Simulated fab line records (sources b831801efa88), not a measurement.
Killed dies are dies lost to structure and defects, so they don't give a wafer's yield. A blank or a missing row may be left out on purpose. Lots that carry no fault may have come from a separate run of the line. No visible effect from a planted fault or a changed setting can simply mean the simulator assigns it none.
Which tool did it? -- flow sky130 -- 14 lots, 41 wafers sampled, at 2 steps of a route of 708

## WHAT EACH GAUGE READ, for each wafer
No reading from a measuring or inspecting step in the record can be judged against a usual standard deviation.

## WHICH TOOL RAN EACH LOT (tool, then ch and the chambers of the sampled wafers, then the start)
lot,SKY_POLY_CUT_ETCH_11,SKY_PAD_OPEN_PROBE_99
L518,"rie diel-02 ch 0,2,3, day 24 05:39","prober-02, day 45 21:34"
L519,"rie diel-02 ch 0,2,3, day 24 17:21","prober-01, day 46 04:30"
L520,"rie diel-04 ch 0,2, day 25 03:02","prober-02, day 46 12:07"
L521,"rie diel-04 ch 2,3, day 25 15:44","prober-01, day 46 22:52"
L524,"rie diel-04 ch 0,1,2, day 26 11:56","prober-01, day 47 10:32"
L523,"rie diel-01 ch 1,2,3, day 26 12:53","prober-02, day 47 12:31"
L527,"rie diel-04 ch 0,1,3, day 27 15:09","prober-02, day 48 05:01"
L526,"rie diel-04 ch 1,3, day 27 17:29","prober-01, day 48 08:28"
L534,"rie diel-01 ch 0,3, day 30 07:05","prober-02, day 49 21:37"
L535,"rie diel-02 ch 0,3, day 30 12:32","prober-01, day 49 22:36"
L536,"rie diel-04 ch 0,1,2, day 30 18:38","prober-02, day 50 07:19"
L537,"rie diel-02 ch 1,2, day 31 07:38","prober-01, day 50 11:10"
L540,"rie diel-01 ch 0,1,3, day 31 20:32","prober-02, day 50 19:58"
L541,"rie diel-04 ch 0,2,3, day 32 03:18","prober-01, day 51 00:58"
- SKY_POLY_CUT_ETCH_11: etches Si3N4 in CF4/CH2F2/Ar, stops on poly-Si, time 42.5 s, target depth 60 nm.
- SKY_PAD_OPEN_PROBE_99

## WHAT THE TOOLS THEMSELVES READ (means of the sampled wafers that have a number; where no wafer has one, the mark that the record gives instead)
SKY_POLY_CUT_ETCH_11.
lot,tool,drypump motor current A (A),oes product au (a.u.),run length s (s),throttle valve pct (%)
L518,rie diel-02,5.4,0.818,70.5,14.992
L519,rie diel-02,5.4,0.828,70.6,14.998
L520,rie diel-04,5.9,0.821,70.8,14.999
L521,rie diel-04,6.1,0.830,70.9,14.991
L524,rie diel-04,6.0,0.833,70.6,14.984
L523,rie diel-01,5.4,0.827,70.8,14.987
L527,rie diel-04,5.9,0.817,71.2,14.990
L526,rie diel-04,6.0,0.818,71.8,14.994
L534,rie diel-01,5.4,0.827,70.2,14.988
L535,rie diel-02,5.2,0.830,70.7,14.990
L536,rie diel-04,6.1,0.835,70.8,14.998
L537,rie diel-02,5.6,0.827,70.8,14.996
L540,rie diel-01,5.7,0.832,70.4,15.008
L541,rie diel-04,6.0,0.828,71.2,14.998

SKY_PAD_OPEN_PROBE_99.
lot,tool,killed_at_M0_to_M3,killed_at_M4_up,killed at contacts,killed at front end,killed at other,killed dies,killed on rim,killed open,killed short
L518,prober-02,40,2.3,23,16,0.0,82,15,46,36
L519,prober-01,38,2.3,25,16,0.3,82,15,45,37
L520,prober-02,44,2.7,27,12,0.0,85,19,45,39
L521,prober-01,44,2.0,20,23,0.7,89,20,52,37
L524,prober-01,37,4.7,29,19,0.7,90,17,47,41
L523,prober-02,41,4.7,31,16,0.0,93,20,50,43
L527,prober-02,45,3.3,25,13,0.7,87,17,47,41
L526,prober-01,39,3.5,28,12,0.5,82,17,41,41
L534,prober-02,45,3.0,21,14,0.3,84,15,46,38
L535,prober-01,41,2.3,25,13,0.7,82,17,44,37
L536,prober-02,43,4.3,22,16,0.3,86,20,50,35
L537,prober-01,39,3.7,25,17,0.0,85,15,49,36
L540,prober-02,33,3.7,23,14,0.7,75,15,38,35
L541,prober-01,34,3.0,26,11,0.7,75,15,40,35

## THE ANSWER, worked out from the rows above alone
Rule: the usual values come from the lots themselves. The widest of any qualifying gaps counts: lots, ordered by their means at a reading, are off when they make up no more than a third of the lots, leave a main group of 4 or more, and stand apart from it by 3 or more times the standard deviation of that group's means. A main group is skipped when, at the precision printed for the reading in the tables above, its means are all equal. A lot without any number at a reading at which 4 lots or more have one is off too. Where the step has rows for the other lots, those lots are counted as sound. The gauges are gone through in route order, then the tools' own readings, and for those a lot's mean is taken as printed above. At the first step where some lot is off, the reading lying furthest off is the one used; lots without a number count as furthest.
None of the lots is off at any reading shown; this tells nothing.

## WHAT WAS PUT IN BY THE SIMULATOR
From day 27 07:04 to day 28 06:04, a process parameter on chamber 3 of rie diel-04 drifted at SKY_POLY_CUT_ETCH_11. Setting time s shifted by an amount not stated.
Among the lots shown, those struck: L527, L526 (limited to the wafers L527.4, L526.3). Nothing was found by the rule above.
